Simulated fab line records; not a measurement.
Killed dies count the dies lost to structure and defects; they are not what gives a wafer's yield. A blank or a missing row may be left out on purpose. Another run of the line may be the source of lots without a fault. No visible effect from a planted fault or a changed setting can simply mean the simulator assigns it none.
Struck lot and sound lot, side by side ; flow sky130 ; 20 out of 708 route steps
Sound: these wafers, L581.2, L581.3, L581.4. Wafers L595.1, L595.4, L595.6 were the ones struck. The cause comes at the end.
Order at every step that has rows: each side's tool, ch and its chambers, its first start. Under that, the readings that differ: sound wafers ; struck wafers ; difference of the means ; sigmas: that difference in standard deviations of wafers without a fault.
alike: a reading whose means differ by less than 2 such deviations, as well as words and numbers matching on both sides. not compared: withheld readings; readings where some wafer has no value; bounds like >300 that might hide an equal value; numbers whose values overlap and for which the record gives no deviation.
Wherever a step has rows on one side only, a row that says differs or no value, or a row with sigmas, the two part there. Numbers that have no deviation but don't overlap get no sigmas and don't part them. A reading that every wafer of one side lacks parts them only if that side has two wafers or more.

SKY_METAL4_METAL_ETCH_18: etches the open film in Cl2/BCl3, stops on SiO2, target depth 845 nm, time 183.1 s.
  sound on rie_metal-02 ch 0,1, day 43 00:34; struck on rie_metal-02 ch 0,1, day 46 16:11
  alike: drypump_motor_current_A, oes_product_au, throttle_valve_pct
  not compared: rf_hours_counter_h
SKY_METAL4_STRIP_19: strips in O2/N2.
  sound on plasma_asher-03 ch 0,1, day 43 00:44; struck on plasma_asher-02 ch 1, day 46 16:22
  alike: drypump_motor_current_A, o2_flow_sccm, oes_product_au, strip_time_to_endpoint_s
  not compared: rf_hours_counter_h
then, 4 steps without rows for these wafers: SKY_METAL4_STRIP_20 (strips in post etch residue remover, time 1200 s); SKY_METAL4_CLEAN_21 (cleans in IPA, time 180 s); SKY_METAL4_CLEAN_22 (cleans in O3/DIW); SKY_VIA4_HDPCVD_00 (deposits SiO2, target thk 1750 nm, time 291.7 s).
SKY_VIA4_THK_MEAS_01:
  struck on film_metro-02, day 46 17:08; sound on film_metro-04, day 43 01:46
  alike: VIA4_HDPCVD_THK
SKY_VIA4_CMP_02: polishes SiO2.
  sound on cmp-02 ch 1,2,3, day 43 01:53; struck on cmp-01 ch 1,2,3, day 46 17:25
  alike: motor_current_A, platen_rpm
SKY_VIA4_BOW_MEAS_03:
  struck on film_metro-04, day 46 17:40; sound on film_metro-02, day 43 02:12
  alike: VIA4_BOW
then, 3 steps without rows for these wafers: SKY_VIA4_DEHYDRATE_04 (time 60 s); SKY_VIA4_HMDS_05 (prime time 60 s); SKY_VIA4_COAT_06 (resist thk 1140 nm).
SKY_VIA4_SOFTBAKE_07: time 60 s.
  sound on litho_track-02 ch 0, day 43 13:55; struck on litho_track-02 ch 0, day 47 02:56
reading;sound;struck;difference;sigmas
heater_power_total_W (W);56.61 56.50 56.62;58.57 58.53 58.56;+1.98;+42
plate_temp_C (C);90.04 89.83 90.00;92.12 92.10 92.35;+2.23;+19
model.NOVOLAK_of_VIA4_COAT_06.thk_nm (nm);1145 1142 1143;1141 1138 1137;-5;
  alike: chill_plate_temp_C, exhaust_pa
then, 3 steps without rows for these wafers: SKY_VIA4_EXPOSE_08 (exposes mask VIM4, target cd 800 nm); SKY_VIA4_PEB_09; SKY_VIA4_DEVELOP_10 (develop time 60 s).
SKY_VIA4_OVL_MEAS_11:
  struck on overlay-02, day 47 13:31; sound on overlay-01, day 44 01:28
  alike: VIA4_OVL
SKY_VIA4_ETCH_12: etches SiO2 in C4F8/O2/Ar, stops on TiN, target depth 580 nm.
  sound on rie_diel-04 ch 1,2,3, day 44 01:30; struck on rie_diel-01 ch 2,3, day 47 13:34
  alike: oes_product_au
  not compared: model.NOVOLAK_of_VIA4_COAT_06.thk_nm
SKY_VIA4_STRIP_13: strips in O2/N2.
  sound on plasma_asher-01 ch 0,1, day 44 01:34; struck on plasma_asher-01 ch 0,1, day 47 13:38
  alike: drypump_motor_current_A, o2_flow_sccm, oes_product_au, strip_time_to_endpoint_s
  not compared: rf_hours_counter_h
next, for these wafers, 1 step has no rows: SKY_PAD_OPEN_PROBE_99.

== WHERE THEY PART ==
Within this record, at SKY_VIA4_SOFTBAKE_07 only. Later steps at which nothing parts them and some readings are alike: SKY_VIA4_OVL_MEAS_11, SKY_VIA4_ETCH_12, SKY_VIA4_STRIP_13.

WHY: the cause the simulator had injected
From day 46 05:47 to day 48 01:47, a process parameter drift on litho_track-02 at SKY_VIA4_SOFTBAKE_07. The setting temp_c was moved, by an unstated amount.
